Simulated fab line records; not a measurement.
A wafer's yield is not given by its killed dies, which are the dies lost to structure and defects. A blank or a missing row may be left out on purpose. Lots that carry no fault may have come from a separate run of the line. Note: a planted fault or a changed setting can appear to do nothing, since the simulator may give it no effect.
Struck lot and sound lot, side by side -- flow gf180mcu -- 14 steps out of a route of 602
Sound: these wafers, L113.2, L113.3, L113.5. Wafers struck: L118.4, L118.5, L118.6. At the end, the cause is stated.
At each step with rows: each side's tool, then ch and its chambers, then its first start. Under that, the readings that differ: sound wafers -- struck wafers -- difference of the means -- sigmas: that difference in standard deviations of wafers without a fault.
alike: same words and numbers on both sides, and readings whose means sit less than 2 such deviations apart. not compared: any withheld reading, any reading some wafer has no value for, any bound like >300 that may hide the same value, and any number with overlapping values for which the record gives no deviation.
A row with sigmas, a row that says differs or no value, or rows on one side alone: a step with any of these is where the two part. When numbers do not overlap yet have no deviation, they are printed without sigmas and do not part them. Lack of a reading on every wafer of one side parts them only where that side has two or more wafers.

first, 6 steps without rows for these wafers: GF_M2_HMDS_08 (prime time 60 s); GF_M2_COAT_09 (resist thk 1000 nm); GF_M2_SOFTBAKE_10 (time 60 s); GF_M2_EXPOSE_11 (exposes mask Metal2, target cd 280 nm); GF_M2_PEB_12 (peb time 90 s); GF_M2_DEVELOP_13 (develop time 60 s).
GF_M2_CD_MEAS_14: the cd target is 280 nm.
  struck on cd-sem-02, day 25 07:34; sound on cd-sem-02, day 23 19:40
  alike: cd-nm
GF_M2_OVL_MEAS_15:
  struck on overlay-01, day 25 07:38; sound on overlay-02, day 23 19:46
  alike: M2_OVL
GF_M2_METAL_ETCH_16: etches the open film in Cl2/BCl3, stops on SiO2, target depth 750.8 nm, time 125.1 s.
  sound on rie-metal-03 ch 0,1, day 23 19:48; struck on rie-metal-03 ch 0,1, day 25 07:42
  alike: drypump-motor-current-A, oes-product-au, rf-fwd-power-W, throttle-valve-pct
  not compared: rf-hours-counter-h
GF_M2_STRIP_17: strips in O2/N2.
  sound on plasma-asher-03 ch 0,1, day 23 19:56; struck on plasma-asher-02 ch 0,1, day 25 07:49
  alike: drypump-motor-current-A, heater-power-w, oes-product-au, strip-time-to-endpoint-s
  not compared: rf-hours-counter-h
then, 2 steps without rows for these wafers: GF_M2_STRIP_18 (strips in post etch residue remover, time 1200 s); GF_M2_CLEAN_19 (cleans in DIW).
GF_V2_CVD_00: deposits SiO2, target thk 600 nm, time 100 s.
  sound on hdpcvd-01 ch 0,1,2, day 23 20:32; struck on hdpcvd-01 ch 0,1,2, day 25 08:22
  no value came back on the struck wafers for pressure-mtorr (mTorr), run-length-s (s); on the sound wafers pressure-mtorr (mTorr) reads 5.990 6.009 6.018
GF_PASSIVATION_PROBE_99:
  the record holds rows for the sound wafers here (prober-01, day 32 19:22) but none for the struck ones

WHERE THEY PART
Earliest at GF_V2_CVD_00; latest, in this record, at GF_PASSIVATION_PROBE_99.

WHY: what had been put in by the simulator
Beginning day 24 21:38, the whole step at GF_V2_CVD_00 was skipped on hdpcvd-01. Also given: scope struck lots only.
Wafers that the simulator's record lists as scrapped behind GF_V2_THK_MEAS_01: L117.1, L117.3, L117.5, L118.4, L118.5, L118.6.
